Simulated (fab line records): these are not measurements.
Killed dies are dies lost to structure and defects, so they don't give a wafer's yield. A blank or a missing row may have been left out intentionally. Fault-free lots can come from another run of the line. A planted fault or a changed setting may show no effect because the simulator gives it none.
fab line records	flow sky130
record: lots: 12	wafers: 36	lastDay: 50
route steps=708 shown LDD_HVN@274 SD_P@327 SD_N@344 LOCAL_INTERCONNECT@387 PAD_OPEN@708
lots that met no fault: from a run of the same line without faults
startH: the number of hours between the record's first day and the start of the first shown wafer of the lot	waitH: time in hours since the lot's previous step	" unchanged from the row above	L1.1+2: one row covering several wafers at once	- value missing, or start not given	* or withheld: withheld	< > ~ a bound
route shown NAME@n: names a module that has steps shown in the file, with the first one's number in the route	usual: mean and standard deviation over wafers with no fault	same: alike in all rows	chamber/n: place in a boat	sites: readings site by site	_std_site: standard deviation of those values	_edge_site: the outer-site mean with the inner-site mean subtracted	radiusMm: for every site, how far away it sits from the centre of the wafer	mask NAME#n: copy n	behind: the most recent tool/chamber to have shaped the wafer	hold: reason for holding the lot/hours on hold/outcome of the hold	device: transistor that didn't switch, given as n, p or np	end of line: tests run on the same wafers once the route is complete	a step without rows: its recipe alone	killed: not the wafer's yield, but the dies lost to structure and defects at the first sort	map: dies across one wafer; x = killed, . = not, _ = none there
set.NAME: setting as actually run; set.NAME@STEP: the setting as run at that earlier step	model.NAME: the simulator's own value behind a step, which no gauge read
a sample of lots followed through the steps of the route, with each step as a table and each wafer as a row
services: the hour from which a tool's chamber was out of use, counted from the record's first day as startH (under 0 if before that day), plus the number of hours and why
== steps ==
step: SKY_LDD_HVN_OVL_MEAS_07
usual: LDD_HVN_OVL: 0.4/1.8
lot.wafer	tool	chamber	startH	waitH	LDD_HVN_OVL[nm]
L957.2	overlay-01	-	488.42	0.1	1.3
L957.3	"	-	"	"	2.0
L957.4	"	-	"	"	0.8
L958.3	overlay-01	-	492.38	0.1	1.7
L958.5	"	-	"	"	1.4
L958.6	"	-	"	"	2.0
L959.2	overlay-01	-	498.82	0.1	-3.6
L959.3	"	-	"	"	-3.5
L959.6	"	-	"	"	-2.2
L960.1	overlay-02	-	514.65	0.1	2.2
L960.3	"	-	"	"	1.2
L960.5	"	-	"	"	1.8
L961.3	overlay-02	-	525.88	0.1	1.2
L961.4	"	-	"	"	0.0
L961.5	"	-	"	"	0.9
L963.2	overlay-02	-	539.77	0.1	-1.7
L963.3	"	-	"	"	0.0
L963.6	"	-	"	"	-1.0
L966.3	overlay-01	-	566.96	0.1	1.8
L966.5	"	-	"	"	1.2
L966.6	"	-	"	"	-1.3
L967.1	overlay-01	-	575.25	0.1	1.8
L967.3	"	-	"	"	-0.8
L967.5	"	-	"	"	1.6
L970.1	overlay-02	-	603.72	0.1	3.2
L970.2	"	-	"	"	1.8
L970.5	"	-	"	"	1.4
L973.1	overlay-01	-	627.80	0.1	-1.4
L973.3	"	-	"	"	-0.6
L973.5	"	-	"	"	-0.4
L977.1	overlay-02	-	660.81	0.1	-0.9
L977.4	"	-	"	"	1.2
L977.6	"	-	"	"	-1.3
L978.1	overlay-01	-	665.11	0.1	-1.9
L978.2	"	-	"	"	-0.1
L978.6	"	-	"	"	0.4
step: SKY_SD_P_CD_MEAS_07
recipe: targetCdNm: 380
usual: cdNm: 380/3.1
lot.wafer	tool	chamber	startH	waitH	cdNm
L957.2	cdSem-02	-	611.77	0.1	384
L957.3	"	-	"	"	382
L957.4	"	-	"	"	384
L958.3	cdSem-01	-	615.94	0.1	382
L958.5	"	-	"	"	381
L958.6	"	-	"	"	380
L959.2	cdSem-01	-	622.44	0.1	381
L959.3	"	-	"	"	378
L959.6	"	-	"	"	380
L960.1	cdSem-01	-	636.31	0.1	383
L960.3	"	-	"	"	382
L960.5	"	-	"	"	382
L961.3	cdSem-01	-	648.91	0.1	382
L961.4	"	-	"	"	385
L961.5	"	-	"	"	383
L963.2	cdSem-01	-	661.13	0.1	383
L963.3	"	-	"	"	384
L963.6	"	-	"	"	384
L966.3	cdSem-02	-	687.19	0.1	384
L966.5	"	-	"	"	384
L966.6	"	-	"	"	385
L967.1	cdSem-01	-	694.70	0.1	375
L967.3	"	-	"	"	373
L967.5	"	-	"	"	378
L970.1	cdSem-02	-	722.10	0.1	374
L970.2	"	-	"	"	377
L970.5	"	-	"	"	376
L973.1	cdSem-01	-	745.10	0.1	375
L973.3	"	-	"	"	375
L973.5	"	-	"	"	374
L977.1	cdSem-02	-	776.27	0.1	382
L977.4	"	-	"	"	381
L977.6	"	-	"	"	381
L978.1	cdSem-01	-	780.10	0.1	382
L978.2	"	-	"	"	378
L978.6	"	-	"	"	378
step: SKY_SD_N_COAT_02
recipe: resist: NOVOLAK	spinRpm: 3000	resistThkNm: 1140
lot.wafer	tool	chamber	startH	waitH
L957.2+3+4	lithoTrack-02	0	656.39	0.1
L958.3+5+6	lithoTrack-02	0	659.91	0.1
L959.2+3+6	lithoTrack-04	0	666.77	0.1
L960.1+3+5	lithoTrack-01	0	680.81	0.1
L961.3+4+5	lithoTrack-01	0	692.96	0.1
L963.2+3+6	lithoTrack-01	0	704.44	0.1
L966.3+5+6	lithoTrack-04	0	728.80	0.1
L967.1+3+5	lithoTrack-02	0	736.36	0.1
L970.1+2+5	lithoTrack-04	0	764.35	0.1
L973.1+3+5	lithoTrack-01	0	786.11	0.1
L977.1+4+6	lithoTrack-02	0	816.16	0.1
L978.1+2+6	lithoTrack-04	0	820.15	0.1
step: SKY_SD_N_CD_MEAS_07
recipe: targetCdNm: 380
usual: cdNm: 380.1/1.9
lot.wafer	tool	chamber	startH	waitH	cdNm
L957.2	cdSem-02	-	670.38	0.1	379.9
L957.3	"	-	"	"	380.6
L957.4	"	-	"	"	380.1
L958.3	cdSem-01	-	674.40	0.1	376.9
L958.5	"	-	"	"	379.2
L958.6	"	-	"	"	379.0
L959.2	cdSem-02	-	681.73	0.1	383.7
L959.3	"	-	"	"	382.5
L959.6	"	-	"	"	381.5
L960.1	cdSem-02	-	695.00	0.1	378.3
L960.3	"	-	"	"	379.8
L960.5	"	-	"	"	380.8
L961.3	cdSem-01	-	710.94	0.1	378.4
L961.4	"	-	"	"	379.0
L961.5	"	-	"	"	378.2
L963.2	cdSem-02	-	718.18	0.1	378.5
L963.3	"	-	"	"	382.7
L963.6	"	-	"	"	382.5
L966.3	cdSem-02	-	744.14	0.1	379.0
L966.5	"	-	"	"	379.9
L966.6	"	-	"	"	379.7
L967.1	cdSem-02	-	750.21	0.1	380.2
L967.3	"	-	"	"	381.5
L967.5	"	-	"	"	381.5
L970.1	cdSem-02	-	777.76	0.1	382.6
L970.2	"	-	"	"	380.9
L970.5	"	-	"	"	381.5
L973.1	cdSem-02	-	799.71	0.1	384.0
L973.3	"	-	"	"	386.8
L973.5	"	-	"	"	384.2
L977.1	cdSem-02	-	830.26	0.1	382.6
L977.4	"	-	"	"	386.1
L977.6	"	-	"	"	384.2
L978.1	cdSem-02	-	833.43	0.2	378.8
L978.2	"	-	"	"	381.3
L978.6	"	-	"	"	381.8
step: SKY_SD_N_STRIP_11
recipe: chemistry: O2/N2	powerW: 1400	pressureMtorr: 1500	platenTempC: withheld	o2FlowSccm: 3000	n2FlowSccm: 300	overashFraction: 0.5
usual: chamberPressureMTorr: 1499.8/1.4	drypumpMotorCurrentA: 5.7/0.39	n2FlowSccm: 299.9/0.94	oesProductAu: 0.527/0.0046	stripTimeToEndpointS: 22.55/0.034
lot.wafer	tool	chamber	startH	waitH	chamberPressureMTorr	drypumpMotorCurrentA	n2FlowSccm	oesProductAu	rfHoursCounterH	stripTimeToEndpointS
L957.2	plasmaAsher-02	0	670.82	0.1	1498.9	5.8	300.8	0.524	25	22.55
L957.3	"	0	"	"	1499.6	5.8	299.0	0.526	-	22.58
L957.4	"	1	"	"	1500.0	4.9	300.6	0.526	-	22.58
L958.3	plasmaAsher-02	0	674.85	0.1	1498.7	5.8	300.6	0.524	-	22.53
L958.5	"	0	"	"	1500.2	5.8	299.5	0.524	-	22.60
L958.6	"	1	"	"	1499.8	4.9	299.4	0.520	-	22.61
L959.2	plasmaAsher-02	0	682.17	0.1	1500.4	5.9	302.7	0.532	26	22.55
L959.3	"	1	"	"	1502.3	4.9	300.0	0.532	-	22.53
L959.6	"	1	"	"	1498.3	4.9	301.3	0.527	-	22.54
L960.1	plasmaAsher-03	0	695.46	0.1	1498.1	5.6	300.7	0.524	86	22.55
L960.3	"	0	"	"	1501.7	5.6	301.1	0.526	-	22.58
L960.5	"	0	"	"	1501.1	5.6	301.4	0.528	-	22.54
L961.3	plasmaAsher-01	0	711.39	0.1	1500.2	6.2	299.1	0.520	-	22.51
L961.4	"	1	"	"	1500.5	5.4	301.1	0.533	-	22.53
L961.5	"	1	"	"	1496.3	5.4	301.1	0.527	-	22.55
L963.2	plasmaAsher-03	0	718.62	0.1	1500.7	5.6	300.5	0.528	88	22.53
L963.3	"	1	"	"	1498.4	6.0	301.3	0.523	-	22.52
L963.6	"	1	"	"	1499.9	6.0	301.3	0.529	-	22.59
L966.3	plasmaAsher-02	1	744.59	0.1	1499.1	4.9	299.9	0.531	-	22.54
L966.5	"	1	"	"	1498.9	4.9	300.0	0.531	-	22.62
L966.6	"	0	"	"	1497.1	5.9	300.0	0.518	-	22.56
L967.1	plasmaAsher-03	1	750.67	0.1	1502.2	5.9	299.3	0.529	91	22.52
L967.3	"	0	"	"	1500.6	5.6	299.8	0.527	-	22.51
L967.5	"	1	"	"	1499.7	5.9	301.1	0.525	-	22.59
L970.1	plasmaAsher-03	0	778.22	0.1	1501.0	5.6	299.9	0.528	94	22.57
L970.2	"	1	"	"	1498.8	5.9	300.2	0.523	94	22.54
L970.5	"	0	"	"	1498.5	5.6	300.5	0.532	-	22.55
L973.1	plasmaAsher-01	0	800.17	0.1	1500.0	6.3	298.9	0.522	70	21.96
L973.3	"	1	"	"	1500.3	5.4	300.6	0.535	-	21.95
L973.5	"	0	"	"	1500.9	6.2	297.7	0.523	-	21.93
L977.1	plasmaAsher-01	0	830.72	0.1	1499.5	6.3	300.5	0.531	74	22.53
L977.4	"	1	"	"	1497.3	5.4	300.2	0.533	-	22.53
L977.6	"	0	"	"	1500.2	6.2	298.9	0.525	-	22.48
L978.1	plasmaAsher-03	0	833.89	0.1	1500.9	5.6	299.1	0.535	99	22.54
L978.2	"	1	"	"	1498.2	6.0	300.2	0.524	99	22.57
L978.6	"	0	"	"	1501.1	5.6	299.9	0.526	-	22.53
step: SKY_LOCAL_INTERCONNECT_SPUTTER_00
recipe: material: TiN	targetThkNm: 100	tempC: 300	powerW: 6500	timeS: 83.3	chamberPressurePa: 0.4
usual: throttleValvePct: 30.0/0.94
lot.wafer	tool	chamber	startH	waitH	throttleValvePct
L957.2	pvdSputter-02	-	702.23	0.1	29.0
L957.3	"	-	"	"	29.5
L957.4	"	-	"	"	29.7
L958.3	pvdSputter-04	-	706.05	0.2	29.5
L958.5	"	-	"	"	31.7
L958.6	"	-	"	"	29.8
L959.2	pvdSputter-02	-	712.52	0.2	29.0
L959.3	"	-	"	"	29.6
L959.6	"	-	"	"	29.0
L960.1	pvdSputter-02	-	724.69	0.1	29.5
L960.3	"	-	"	"	31.1
L960.5	"	-	"	"	29.6
L961.3	pvdSputter-04	-	742.10	0.1	30.0
L961.4	"	-	"	"	30.6
L961.5	"	-	"	"	29.3
L963.2	pvdSputter-02	-	749.09	0.1	31.0
L963.3	"	-	"	"	29.0
L963.6	"	-	"	"	31.2
L966.3	pvdSputter-03	-	774.74	0.1	28.9
L966.5	"	-	"	"	29.2
L966.6	"	-	"	"	30.2
L967.1	pvdSputter-02	-	780.34	0.1	31.1
L967.3	"	-	"	"	29.0
L967.5	"	-	"	"	29.4
L970.1	pvdSputter-03	-	808.03	0.2	31.9
L970.2	"	-	"	"	29.3
L970.5	"	-	"	"	28.8
L973.1	pvdSputter-02	-	828.83	0.2	29.7
L973.3	"	-	"	"	29.9
L973.5	"	-	"	"	31.1
L977.1	pvdSputter-02	-	859.19	0.2	29.4
L977.4	"	-	"	"	29.1
L977.6	"	-	"	"	29.5
L978.1	pvdSputter-04	-	862.93	0.1	29.8
L978.2	"	-	"	"	32.1
L978.6	"	-	"	"	29.2
step: SKY_PAD_OPEN_PROBE_99
usual: killed_at_M0_to_M3: 43/5.9	killed_at_M4_up: 2.9/1.5	killedAtContacts: 24/5	killedAtFrontEnd: 15/4.8	killedAtOther: 0.2/0.5	killedDies: 86/9.3	killedOnRim: 17/4.1	killedOpen: 47/7.1	killedShort: 38/6.3
same: grossDies: 492	killedAtBackSide: 0
lot.wafer	tool	chamber	startH	waitH	killed_at_M0_to_M3	killed_at_M4_up	killedAtContacts	killedAtFrontEnd	killedAtOther	killedDies	killedOnRim	killedOpen	killedShort
L961.3	prober-01	-	1128.75	0.2	51	0	25	19	0	95	18	42	53
L961.4	prober-01	-	1128.80	0.2	44	4	33	14	0	95	13	51	44
L961.5	prober-01	-	1128.85	0.2	54	3	26	11	0	94	20	56	38
L966.3	prober-02	-	1152.77	0.2	43	2	14	13	0	72	16	35	37
L966.5	prober-02	-	1152.87	0.2	43	3	24	19	0	89	19	56	33
L966.6	prober-02	-	1152.92	0.2	50	5	11	21	0	87	12	47	40
L967.1	prober-01	-	1154.49	0.1	49	7	28	9	0	93	7	55	38
L967.3	prober-01	-	1154.59	0.2	46	2	28	13	0	89	19	47	42
L967.5	prober-01	-	1154.69	0.2	42	5	12	16	0	75	15	43	32
L973.1	prober-02	-	1188.99	0.1	27	3	26	6	2	64	15	40	24
L973.3	prober-02	-	1189.09	0.2	35	3	23	11	0	72	13	41	31
L973.5	prober-02	-	1189.19	0.2	36	5	35	25	0	101	19	47	54
killed by level:class
L961.3 VIA1:geometricParticle:open=14 VIA1:geometricParticle:short=11 METAL1:geometricParticle:short=9 LI_CONTACT:geometricParticle:open=7 CONTACT:geometricParticle:open=7 METAL2:geometricParticle:short=6 SPACER:geometricParticle:short=5 LOCAL_INTERCONNECT:geometricParticle:short=5
L961.4 LI_CONTACT:geometricParticle:open=12 CONTACT:geometricParticle:open=12 VIA1:geometricParticle:open=11 METAL1:geometricParticle:short=11 VIA1:geometricParticle:short=6 VIA3:geometricParticle:open=6 POLY_GATE:geometricParticle:short=5 LOCAL_INTERCONNECT:geometricParticle:short=4
L961.5 VIA1:geometricParticle:open=18 LI_CONTACT:geometricParticle:open=9 CONTACT:geometricParticle:open=9 METAL1:geometricParticle:short=7 VIA1:geometricParticle:short=7 VIA2:geometricParticle:open=6 FIELD_ISO:geometricParticle:open=5 METAL3:geometricParticle:short=5
L966.3 VIA1:geometricParticle:open=10 LI_CONTACT:geometricParticle:open=6 VIA2:geometricParticle:open=6 METAL2:geometricParticle:short=6 VIA2:geometricParticle:short=5 METAL1:geometricParticle:short=5 VIA1:geometricParticle:short=5 FIELD_ISO:geometricParticle:short=3
L966.5 VIA1:geometricParticle:open=15 LI_CONTACT:geometricParticle:open=8 CONTACT:geometricParticle:open=8 VIA1:geometricParticle:short=6 VIA3:geometricParticle:open=6 LOCAL_INTERCONNECT:geometricParticle:open=4 FIELD_ISO:geometricParticle:open=4 POLY_GATE:geometricParticle:open=4
L966.6 VIA1:geometricParticle:open=14 METAL1:geometricParticle:short=8 VIA2:geometricParticle:open=7 FIELD_ISO:geometricParticle:open=5 POLY_GATE:geometricParticle:short=5 METAL2:geometricParticle:short=5 VIA2:geometricParticle:short=5 POLY_GATE:geometricParticle:open=4
L967.1 CONTACT:geometricParticle:open=15 VIA1:geometricParticle:open=13 VIA2:geometricParticle:open=8 METAL2:geometricParticle:short=6 VIA3:geometricParticle:open=6 METAL1:geometricParticle:short=5 VIA1:geometricParticle:short=5 LI_CONTACT:geometricParticle:open=4
L967.3 VIA1:geometricParticle:open=11 CONTACT:geometricParticle:short=8 VIA3:geometricParticle:open=7 CONTACT:geometricParticle:open=7 VIA2:geometricParticle:open=7 VIA1:geometricParticle:short=6 LI_CONTACT:geometricParticle:open=5 METAL2:geometricParticle:short=5
L967.5 VIA1:geometricParticle:open=11 VIA3:geometricParticle:open=8 VIA1:geometricParticle:short=5 FIELD_ISO:geometricParticle:short=4 FIELD_ISO:geometricParticle:open=4 CONTACT:geometricParticle:open=4 VIA2:geometricParticle:short=4 SPACER:geometricParticle:open=3
L973.1 CONTACT:geometricParticle:open=12 LI_CONTACT:geometricParticle:open=10 VIA1:geometricParticle:open=5 VIA2:geometricParticle:open=5 METAL1:geometricParticle:short=3 VIA1:geometricParticle:short=3 METAL2:geometricParticle:short=3 VIA2:geometricParticle:short=3
L973.3 VIA1:geometricParticle:open=9 LI_CONTACT:geometricParticle:open=9 METAL2:geometricParticle:short=6 VIA3:geometricParticle:open=6 CONTACT:geometricParticle:open=5 CONTACT:geometricParticle:short=5 FIELD_ISO:geometricParticle:open=4 VIA1:geometricParticle:short=4
L973.5 LI_CONTACT:geometricParticle:open=14 LOCAL_INTERCONNECT:geometricParticle:short=10 POLY_GATE:geometricParticle:short=5 POLY_GATE:geometricParticle:open=5 SPACER:geometricParticle:open=5 VIA1:geometricParticle:short=5 CONTACT:geometricParticle:open=5 METAL1:geometricParticle:short=5
== services ==
tool	chamber	startH	hours	kind
pvdSputter-02	-	644.99	4.1	repair
pvdSputter-02	-	654.61	3.3	repair
plasmaAsher-03	-	666.57	2.0	repair
pvdSputter-04	-	679.11	2.3	repair
pvdSputter-02	1	684.71	-	consumableReplace:kit
pvdSputter-02	1	684.71	18.0	scheduledDown
pvdSputter-02	1	684.71	18.0	ventCycle
plasmaAsher-03	-	686.33	1.7	repair
plasmaAsher-02	-	698.16	0.6	repair
plasmaAsher-02	-	701.27	4.0	pm
plasmaAsher-01	-	734.11	4.1	repair
pvdSputter-02	-	736.23	1.5	repair
pvdSputter-03	-	764.37	10.1	repair
pvdSputter-04	1	821.53	-	consumableReplace:kit
pvdSputter-04	1	821.53	18.0	scheduledDown
pvdSputter-04	1	821.53	18.0	ventCycle
plasmaAsher-03	-	829.52	4.3	pm
plasmaAsher-02	-	838.92	0.4	repair
pvdSputter-04	-	850.48	5.6	repair
plasmaAsher-01	-	853.82	1.0	repair
== key ==
firstSign: step: SKY_SD_N_CD_MEAS_07	reading: cdNm	direction: up	sigmas: 2.6	usual: 380.1	struck: 385.0
effect: step: SKY_SD_N_STRIP_11	reading: stripTimeToEndpointS	direction: down	sigmas: 18	usual: *	struck: *
metAt SKY_SD_N_COAT_02
struckLots L973
testerLeftOut L973
notActingAt SKY_LDD_HVN_OVL_MEAS_07,SKY_SD_P_CD_MEAS_07,SKY_LOCAL_INTERCONNECT_SPUTTER_00
onsetBetween 704.44 786.11
fault: kind: processParameterDrift	tool: lithoTrack-01	chamber: -	onsetH: 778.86	steps: SKY_SD_N_COAT_02	channel: resistThkNm	offset: -52.794	shape: step	endH: 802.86	actsIn: theseRecipesOnly	stated: 1140
testerLeftOut: of these lots the tester's yield and bins aren't shown, on N5 and GAA mostly nor the transistor test; their killed dies are dies lost to structure and defects alone, not to doping, threshold or leakage, so they don't give the yield
